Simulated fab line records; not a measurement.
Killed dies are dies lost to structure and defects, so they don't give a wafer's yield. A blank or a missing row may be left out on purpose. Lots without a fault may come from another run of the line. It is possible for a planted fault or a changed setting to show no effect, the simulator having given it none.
8D (eight disciplines) problem report, filled in by code | flow sky130 | the parts of the form that need people (team, actions taken, sign-off) are left out

## 1. WHAT WENT WRONG
At SKY_LI_CONTACT_ETCH_14, run-length-s averages 41.3 s over 2 wafers from 2 lots, while fault-free wafers read 74.3 s, standard deviation 0.48. Measured from the usual mean, that is -69 standard deviations.
The step: etches BARC in N2/H2, stops on SiO2, time 45.9 s, target depth 60 nm.
Earliest sighting: wafer L250.2 on rie-diel-02 at day 32 17:05. At this step, 36 wafers from 12 lots have a number in the record. By rule, "out" or "out of limits" means more than 4 standard deviations away from the usual mean. Any other wafer with a number is counted as sound.

## 2. WHAT IT IS AND WHAT IT IS NOT
question                    | is                           | is not
which readings at this step | run-length-s, oes-product-au | drypump-motor-current-A
which lots                  | L250, L252                   | L240, L241, L242, L243, L245, L247, L255, L259, L261, L262
which wafers of those lots  | L250.2, L252.2               | L250.5, L250.6, L252.1, L252.5
read on which tools         | rie-diel-02                  | rie-diel-01, rie-diel-03
when                        | from day 32 17:05            | up to then (20 sound wafers); but 14 sound wafers of L252, L255, L259, L261, L262 came after

## 3. THE SUSPECTS, EACH WITH WHAT RULES IT OUT
Counting: a tool at a process step up to the reading stays a suspect if it ran every lot that is out. Sound lots after the first of them don't rule it out here, since some wafers of a struck lot are sound.
- rie-diel-02 at SKY_LI_CONTACT_ETCH_14 (etches BARC in N2/H2, stops on SiO2, time 45.9 s, target depth 60 nm): kept. Every lot that is out went through it, the first being L250 (day 32 17:05); the last sound lot it ran before that was L245 (day 31 01:05). Out on those wafers are its own readings of oes-product-au, run-length-s.
- Within rie-diel-02 at SKY_LI_CONTACT_ETCH_14: the wafers that are out ran in chamber 2; their sound lot-mates ran in chambers 0, 1.
After counting, what remains is rie-diel-02 at SKY_LI_CONTACT_ETCH_14.

## 4. THE CAUSE (what the simulator had put in)
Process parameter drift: rie-diel-02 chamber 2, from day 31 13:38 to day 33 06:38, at SKY_LI_CONTACT_ETCH_14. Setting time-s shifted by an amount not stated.
Counting left only this tool.

## 5. SEQUENCE OF EFFECTS, ordered by route
Each row: a reading whose mean over the struck wafers that have a number lies more than 3 standard deviations from the usual. Only readings for which the record gives a usual standard deviation are gone through. hours: the time from each lot's start at the first step in this table that gives one to its start at this step, as a median over the lots. sigmas: the change in usual standard deviations.
hours | step                    | reading                  | usual      | on struck wafers | change | sigmas
0     | SKY_LI_CONTACT_ETCH_14  | oes-product-au           | 0.855 a.u. | 0.994            | +0.139 | +30
0     | SKY_LI_CONTACT_ETCH_14  | run-length-s             | 74.3 s     | 41.3             | -33.0  | -69
0     | SKY_LI_CONTACT_STRIP_16 | strip-time-to-endpoint-s | 3.49 s     | 3.84             | +0.35  | +10
Here are the process steps it includes:
- SKY_LI_CONTACT_ETCH_14: etches BARC in N2/H2, stops on SiO2, time 45.9 s, target depth 60 nm.
- SKY_LI_CONTACT_STRIP_16: strips in O2/N2.
At these later measuring or inspecting steps, every struck wafer for which the step has a row has a number for every such reading, and none has moved that far: SKY_VIA1_CD_MEAS_12.

## 6. HOW IT WOULD HAVE BEEN CAUGHT EARLIER
The fault began at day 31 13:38; the first out-of-limits reading in this record came at day 32 17:05, 27 hours later.
